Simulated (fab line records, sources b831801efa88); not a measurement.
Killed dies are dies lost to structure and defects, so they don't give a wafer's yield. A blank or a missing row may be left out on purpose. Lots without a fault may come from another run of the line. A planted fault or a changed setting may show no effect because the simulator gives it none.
A sampling plan put to the test | flow sky130 | one fab line, 43 faults that these records tell of, each judged on the records of the lots that it struck
The plan is the line's own looks: the steps of the route at which a gauge or an inspection reads the wafer and doesn't change it. A look can be judged if struck wafers have a number there and the file gives its usual mean and standard deviation on fault-free wafers. Caught: at a look after the fault's first step, the mean of the struck wafers lies 4 or more of those standard deviations (sigma) from the usual mean. On the tool: the same test on the tool's own readings at the fault's steps. Another recipe on the struck wafers, or a record that is blank for them alone, also counts as caught.

THE FAULTS, as the simulator had put them in
1. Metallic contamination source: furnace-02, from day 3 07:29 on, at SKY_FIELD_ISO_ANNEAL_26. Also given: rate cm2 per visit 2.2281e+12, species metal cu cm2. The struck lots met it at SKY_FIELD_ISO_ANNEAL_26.
2. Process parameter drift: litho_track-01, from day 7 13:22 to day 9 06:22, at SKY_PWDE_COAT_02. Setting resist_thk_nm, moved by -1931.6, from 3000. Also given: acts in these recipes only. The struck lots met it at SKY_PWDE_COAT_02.
3. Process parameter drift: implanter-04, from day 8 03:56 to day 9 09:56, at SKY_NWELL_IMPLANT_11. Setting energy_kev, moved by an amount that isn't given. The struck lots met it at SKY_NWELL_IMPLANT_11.
4. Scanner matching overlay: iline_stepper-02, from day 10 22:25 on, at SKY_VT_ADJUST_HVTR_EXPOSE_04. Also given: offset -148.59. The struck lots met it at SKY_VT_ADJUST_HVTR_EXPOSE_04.
5. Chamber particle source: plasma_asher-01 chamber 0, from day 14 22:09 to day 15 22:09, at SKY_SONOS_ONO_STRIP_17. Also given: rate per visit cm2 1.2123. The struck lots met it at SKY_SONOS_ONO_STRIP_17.
6. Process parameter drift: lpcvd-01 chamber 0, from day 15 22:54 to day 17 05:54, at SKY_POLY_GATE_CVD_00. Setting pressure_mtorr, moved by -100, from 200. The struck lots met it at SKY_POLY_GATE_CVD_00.
7. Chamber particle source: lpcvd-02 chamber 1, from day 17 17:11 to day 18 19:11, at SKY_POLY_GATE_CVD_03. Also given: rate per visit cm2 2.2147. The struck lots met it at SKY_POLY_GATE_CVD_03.
8. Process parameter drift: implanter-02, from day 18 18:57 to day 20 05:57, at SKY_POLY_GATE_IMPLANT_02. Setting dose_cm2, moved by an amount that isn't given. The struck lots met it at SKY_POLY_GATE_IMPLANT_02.
9. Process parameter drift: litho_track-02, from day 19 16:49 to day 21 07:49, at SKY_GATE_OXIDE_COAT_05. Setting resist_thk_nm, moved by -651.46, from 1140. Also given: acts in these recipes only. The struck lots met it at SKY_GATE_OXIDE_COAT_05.
10. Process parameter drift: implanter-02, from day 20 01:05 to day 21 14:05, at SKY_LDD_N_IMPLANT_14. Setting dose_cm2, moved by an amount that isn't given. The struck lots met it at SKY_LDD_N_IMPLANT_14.
11. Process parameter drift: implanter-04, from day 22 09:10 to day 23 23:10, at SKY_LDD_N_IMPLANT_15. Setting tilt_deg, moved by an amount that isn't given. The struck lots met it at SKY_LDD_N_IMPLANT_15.
12. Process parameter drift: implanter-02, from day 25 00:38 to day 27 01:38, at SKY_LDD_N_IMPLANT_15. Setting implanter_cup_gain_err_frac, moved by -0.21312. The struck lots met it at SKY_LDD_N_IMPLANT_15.
13. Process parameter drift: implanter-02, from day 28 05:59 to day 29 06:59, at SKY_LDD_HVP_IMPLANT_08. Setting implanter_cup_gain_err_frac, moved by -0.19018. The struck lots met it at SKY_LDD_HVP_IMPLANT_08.
14. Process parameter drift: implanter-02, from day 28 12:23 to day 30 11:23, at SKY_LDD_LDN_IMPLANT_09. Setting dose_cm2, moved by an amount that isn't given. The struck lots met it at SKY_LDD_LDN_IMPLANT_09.
15. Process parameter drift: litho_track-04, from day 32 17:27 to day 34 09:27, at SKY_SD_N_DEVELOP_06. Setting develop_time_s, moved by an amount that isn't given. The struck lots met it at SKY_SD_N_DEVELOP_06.
16. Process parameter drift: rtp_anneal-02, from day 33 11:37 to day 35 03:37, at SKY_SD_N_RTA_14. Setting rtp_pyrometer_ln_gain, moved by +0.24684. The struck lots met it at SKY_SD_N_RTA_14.
17. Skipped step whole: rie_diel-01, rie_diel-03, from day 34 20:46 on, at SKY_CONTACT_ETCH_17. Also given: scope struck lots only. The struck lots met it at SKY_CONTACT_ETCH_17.
18. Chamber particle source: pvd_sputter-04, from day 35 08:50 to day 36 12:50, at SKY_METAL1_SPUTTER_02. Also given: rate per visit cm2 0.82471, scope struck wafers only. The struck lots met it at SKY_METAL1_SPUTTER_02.
19. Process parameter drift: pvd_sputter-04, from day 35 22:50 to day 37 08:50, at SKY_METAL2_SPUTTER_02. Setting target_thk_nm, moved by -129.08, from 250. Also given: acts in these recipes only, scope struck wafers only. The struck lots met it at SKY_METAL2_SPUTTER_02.
20. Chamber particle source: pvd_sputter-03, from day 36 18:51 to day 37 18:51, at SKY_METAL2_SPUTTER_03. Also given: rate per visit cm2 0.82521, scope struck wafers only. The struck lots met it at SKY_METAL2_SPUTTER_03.
21. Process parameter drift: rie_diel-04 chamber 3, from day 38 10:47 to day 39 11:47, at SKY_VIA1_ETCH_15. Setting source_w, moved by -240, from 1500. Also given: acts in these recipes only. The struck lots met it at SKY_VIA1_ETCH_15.
22. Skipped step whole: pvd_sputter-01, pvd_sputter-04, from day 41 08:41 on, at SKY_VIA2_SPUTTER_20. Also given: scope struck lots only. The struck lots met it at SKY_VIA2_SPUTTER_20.
23. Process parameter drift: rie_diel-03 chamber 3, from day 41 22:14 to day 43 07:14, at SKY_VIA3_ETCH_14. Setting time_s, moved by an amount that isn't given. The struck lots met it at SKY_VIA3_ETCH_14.
24. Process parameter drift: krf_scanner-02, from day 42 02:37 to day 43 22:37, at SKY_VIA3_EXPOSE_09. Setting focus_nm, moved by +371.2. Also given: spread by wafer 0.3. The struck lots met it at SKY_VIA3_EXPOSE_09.
25. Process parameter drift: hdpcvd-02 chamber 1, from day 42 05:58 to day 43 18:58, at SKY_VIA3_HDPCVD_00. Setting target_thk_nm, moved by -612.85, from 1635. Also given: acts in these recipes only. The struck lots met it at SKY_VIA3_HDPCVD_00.
26. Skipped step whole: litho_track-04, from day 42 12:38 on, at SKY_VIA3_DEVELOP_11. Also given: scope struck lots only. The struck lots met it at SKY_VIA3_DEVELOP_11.
27. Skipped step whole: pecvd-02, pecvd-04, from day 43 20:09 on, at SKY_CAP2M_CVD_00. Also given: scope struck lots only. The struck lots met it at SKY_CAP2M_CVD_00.
28. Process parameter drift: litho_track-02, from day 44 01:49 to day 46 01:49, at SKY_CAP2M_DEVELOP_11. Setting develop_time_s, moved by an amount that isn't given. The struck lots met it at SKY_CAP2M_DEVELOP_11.
29. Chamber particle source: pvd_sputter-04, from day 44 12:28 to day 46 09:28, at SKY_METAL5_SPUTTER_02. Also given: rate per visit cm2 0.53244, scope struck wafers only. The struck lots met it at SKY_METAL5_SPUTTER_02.
30. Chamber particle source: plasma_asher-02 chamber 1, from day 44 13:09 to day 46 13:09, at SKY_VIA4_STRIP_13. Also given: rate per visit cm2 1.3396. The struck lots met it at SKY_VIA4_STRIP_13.
31. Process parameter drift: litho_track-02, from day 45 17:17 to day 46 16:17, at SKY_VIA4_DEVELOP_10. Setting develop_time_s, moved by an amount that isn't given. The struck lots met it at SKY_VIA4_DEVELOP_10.
32. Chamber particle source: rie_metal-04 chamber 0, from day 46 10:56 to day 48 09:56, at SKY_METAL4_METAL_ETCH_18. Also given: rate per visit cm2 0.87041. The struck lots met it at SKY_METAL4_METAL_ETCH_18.
33. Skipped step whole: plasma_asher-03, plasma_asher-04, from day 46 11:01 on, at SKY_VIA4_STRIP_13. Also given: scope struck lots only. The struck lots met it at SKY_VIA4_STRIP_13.
34. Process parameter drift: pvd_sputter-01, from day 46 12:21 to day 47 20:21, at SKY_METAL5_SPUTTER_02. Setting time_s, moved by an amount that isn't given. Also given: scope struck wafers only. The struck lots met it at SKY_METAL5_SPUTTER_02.
35. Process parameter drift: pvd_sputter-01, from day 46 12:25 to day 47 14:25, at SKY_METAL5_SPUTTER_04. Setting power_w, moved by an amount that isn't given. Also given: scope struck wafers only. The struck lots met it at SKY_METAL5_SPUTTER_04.
36. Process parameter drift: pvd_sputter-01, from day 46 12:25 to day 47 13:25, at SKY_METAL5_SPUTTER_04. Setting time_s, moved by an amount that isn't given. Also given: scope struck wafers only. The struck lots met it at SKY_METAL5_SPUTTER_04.
37. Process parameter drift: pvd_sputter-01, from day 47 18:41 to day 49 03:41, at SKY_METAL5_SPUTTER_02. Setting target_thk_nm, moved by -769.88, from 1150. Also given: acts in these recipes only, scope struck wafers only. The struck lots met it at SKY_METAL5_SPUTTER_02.
38. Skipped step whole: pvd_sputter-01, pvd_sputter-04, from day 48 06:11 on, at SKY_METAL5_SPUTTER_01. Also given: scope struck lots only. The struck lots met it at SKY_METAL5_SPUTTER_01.
39. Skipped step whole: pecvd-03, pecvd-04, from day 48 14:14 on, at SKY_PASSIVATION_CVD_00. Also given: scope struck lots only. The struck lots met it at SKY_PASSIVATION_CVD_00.
40. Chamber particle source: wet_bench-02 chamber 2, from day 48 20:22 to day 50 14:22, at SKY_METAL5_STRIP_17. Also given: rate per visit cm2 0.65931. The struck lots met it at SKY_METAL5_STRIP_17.
41. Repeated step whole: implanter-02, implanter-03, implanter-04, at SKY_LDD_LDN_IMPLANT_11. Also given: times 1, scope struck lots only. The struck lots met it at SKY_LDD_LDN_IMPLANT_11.
42. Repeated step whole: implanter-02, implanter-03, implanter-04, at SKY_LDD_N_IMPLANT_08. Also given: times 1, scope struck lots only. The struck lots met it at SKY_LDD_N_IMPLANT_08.
43. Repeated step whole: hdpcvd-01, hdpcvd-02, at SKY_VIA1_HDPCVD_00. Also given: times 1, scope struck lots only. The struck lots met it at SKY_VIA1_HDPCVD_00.

WHAT THE PLAN SAW
fault | on the tool itself                               | first look that catches it                      | reading, sigma                                             | median hours from its first step to that look | hours from the fault's start to the first struck lot there | judged looks passed uncaught
1     | under 2 sigma                                    | none of the 4 looks that can be judged after it | -                                                          | -                                             | -                                                          | 4
2     | no reading that can be judged                    | not the one look that can be judged after it    | -                                                          | -                                             | -                                                          | 1
3     | beam_energy_keV -99 or beyond sigma              | SKY_NWELL_RS_MEAS_29                            | NWELL_RS +4.3                                              | 22.2                                          | 25                                                         | 1
4     | no reading that can be judged                    | SKY_VT_ADJUST_HVTR_OVL_MEAS_08                  | VT_ADJUST_HVTR_OVL -99 or beyond                           | 11.7                                          | 14                                                         | 0
5     | under 2 sigma                                    | none of the 2 looks that can be judged after it | -                                                          | -                                             | -                                                          | 2
6     | pressure_mtorr -99 or beyond sigma               | SKY_POLY_GATE_THK_MEAS_01                       | POLY_GATE_CVD_00_THK -31                                   | 1.2                                           | 10                                                         | 0
7     | under 2 sigma                                    | no look after it can be judged                  | -                                                          | -                                             | -                                                          | 0
8     | dose_ions_cm2 -99 or beyond sigma                | SKY_RES_PROTECT_TW_MEAS_08                      | POLY_GATE_TW -11                                           | 0.2                                           | 5                                                          | 0
9     | under 2 sigma                                    | no look after it can be judged                  | -                                                          | -                                             | -                                                          | 0
10    | dose_ions_cm2 -99 or beyond sigma                | no look after it can be judged                  | -                                                          | -                                             | -                                                          | 0
11    | no reading that can be judged                    | none of the 6 looks that can be judged after it | -                                                          | -                                             | -                                                          | 6
12    | beam_on_s +14 sigma                              | no look after it can be judged                  | -                                                          | -                                             | -                                                          | 0
13    | beam_on_s +11 sigma                              | SKY_LDD_HVP_TW_MEAS_10                          | LDD_HVP_TW +10                                             | 0.2                                           | 1                                                          | 0
14    | dose_ions_cm2 +99 or beyond sigma                | no look after it can be judged                  | -                                                          | -                                             | -                                                          | 0
15    | under 2 sigma                                    | SKY_SD_N_TW_MEAS_12                             | SD_N_TW -98                                                | 0.7                                           | 5                                                          | 0
16    | lamp_power_pct -18 sigma                         | SKY_SD_N_RS_MEAS_16                             | SD_N_RS +39                                                | 0.2                                           | 13                                                         | 0
17    | the tool's record is blank for the struck wafers | no look after it can be judged                  | -                                                          | -                                             | -                                                          | 0
18    | under 2 sigma                                    | none of the 6 looks that can be judged after it | -                                                          | -                                             | -                                                          | 6
19    | under 2 sigma                                    | SKY_METAL2_RS_MEAS_05                           | METAL2_ALCU_RS +81                                         | 0.1                                           | 5                                                          | 0
20    | under 2 sigma                                    | no look after it can be judged                  | -                                                          | -                                             | -                                                          | 0
21    | rf_fwd_power_W -46 sigma                         | no look after it can be judged                  | -                                                          | -                                             | -                                                          | 0
22    | the tool's record is blank for the struck wafers | no look after it can be judged                  | -                                                          | -                                             | -                                                          | 0
23    | run_length_s +32 sigma                           | no look after it can be judged                  | -                                                          | -                                             | -                                                          | 0
24    | exposure_dose_mJ_cm2 +74 sigma                   | SKY_VIA3_CD_MEAS_12                             | cd_nm -27                                                  | 11.3                                          | 30                                                         | 0
25    | no reading that can be judged                    | SKY_VIA3_THK_MEAS_01                            | VIA3_HDPCVD_THK -37                                        | 0.2                                           | 18                                                         | 0
26    | no reading that can be judged                    | no look after it can be judged                  | -                                                          | -                                             | -                                                          | 0
27    | the tool's record is blank for the struck wafers | no look after it can be judged                  | -                                                          | -                                             | -                                                          | 0
28    | no reading that can be judged                    | not the one look that can be judged after it    | -                                                          | -                                             | -                                                          | 1
29    | under 2 sigma                                    | no look after it can be judged                  | -                                                          | -                                             | -                                                          | 0
30    | under 2 sigma                                    | no look after it can be judged                  | -                                                          | -                                             | -                                                          | 0
31    | under 2 sigma                                    | not the one look that can be judged after it    | -                                                          | -                                             | -                                                          | 1
32    | under 2 sigma                                    | none of the 5 looks that can be judged after it | -                                                          | -                                             | -                                                          | 5
33    | the tool's record is blank for the struck wafers | no look after it can be judged                  | -                                                          | -                                             | -                                                          | 0
34    | under 2 sigma                                    | SKY_METAL5_RS_MEAS_05                           | METAL5_ALCU_RS +17                                         | 0.1                                           | 9                                                          | 0
35    | cathode_dc_power_W -99 or beyond sigma           | none of the 2 looks that can be judged after it | -                                                          | -                                             | -                                                          | 2
36    | under 2 sigma                                    | none of the 4 looks that can be judged after it | strongest: METAL5_ALCU_THK at SKY_METAL5_THK_MEAS_06, +3.6 | -                                             | -                                                          | 4
37    | under 2 sigma                                    | SKY_METAL5_RS_MEAS_05                           | METAL5_ALCU_RS +99 or beyond                               | 0.1                                           | 2                                                          | 0
38    | the tool's record is blank for the struck wafers | no look after it can be judged                  | -                                                          | -                                             | -                                                          | 0
39    | the tool's record is blank for the struck wafers | not the one look that can be judged after it    | -                                                          | -                                             | -                                                          | 1
40    | under 2 sigma                                    | no look after it can be judged                  | -                                                          | -                                             | -                                                          | 0
41    | no reading that can be judged                    | SKY_LDD_LDN_TW_MEAS_13                          | LDD_LDN_TW +5.6                                            | 0.5                                           | -                                                          | 0
42    | no reading that can be judged                    | not the one look that can be judged after it    | strongest: LDD_N_TW at SKY_LDD_N_TW_MEAS_17, +3.5          | -                                             | -                                                          | 1
43    | no reading that can be judged                    | SKY_VIA1_THK_MEAS_01                            | VIA1_HDPCVD_THK +99 or beyond                              | 0.4                                           | -                                                          | 0
A dash: the fault isn't caught, or these records don't give the number.

Caught at a look: 14 of 43. Caught on the tool: 18 of 43. By one or the other: 26 of 43.
Caught on the tool alone: faults 10, 12, 14, 17, 21, 22, 23, 27, 33, 35, 38, 39.
Caught at a look alone: faults 4, 15, 19, 25, 34, 37, 41, 43.
Caught by neither: faults 1, 2, 5, 7, 9, 11, 18, 20, 26, 28, 29, 30, 31, 32, 36, 40, 42.

THINNER SAMPLING
If the look that catches a fault measured only every second or every third lot, by lot number, the first struck lot would be measured this late in the worst case:
fault | struck lots at that look, in order of time | every lot | every second lot | every third lot
3     | L622, L624                                 | 25 h      | may miss all 2   | may miss all 2
4     | L592, L594, L595                           | 14 h      | 32 h             | may miss all 3
6     | L254                                       | 10 h      | may miss it      | may miss it
8     | L748, L749                                 | 5 h       | 5 h              | may miss all 2
13    | L139, L142                                 | 1 h       | 7 h              | may miss all 2
15    | L654, L653                                 | 5 h       | 5 h              | may miss all 2
16    | L421, L420                                 | 13 h      | 18 h             | may miss all 2
19    | L646, L647                                 | 5 h       | 8 h              | may miss all 2
24    | L924, L927                                 | 30 h      | 42 h             | may miss all 2
25    | L250                                       | 18 h      | may miss it      | may miss it
34    | L847                                       | 9 h       | may miss it      | may miss it
37    | L763, L765                                 | 2 h       | may miss all 2   | may miss all 2
Hours are from the fault's start to the first struck lot that is measured. The limit of 4 sigma was tested on all struck wafers together, so one lot alone may lie under it. Other struck lots may not be in these records.

THE LONGEST TIMED WAY FROM STEP TO LOOK
Fault 3: a median of 22.2 hours passes between SKY_NWELL_IMPLANT_11 and SKY_NWELL_RS_MEAS_29. The look between them that can be judged stayed within 4 sigma: SKY_NWELL_OVL_MEAS_23.
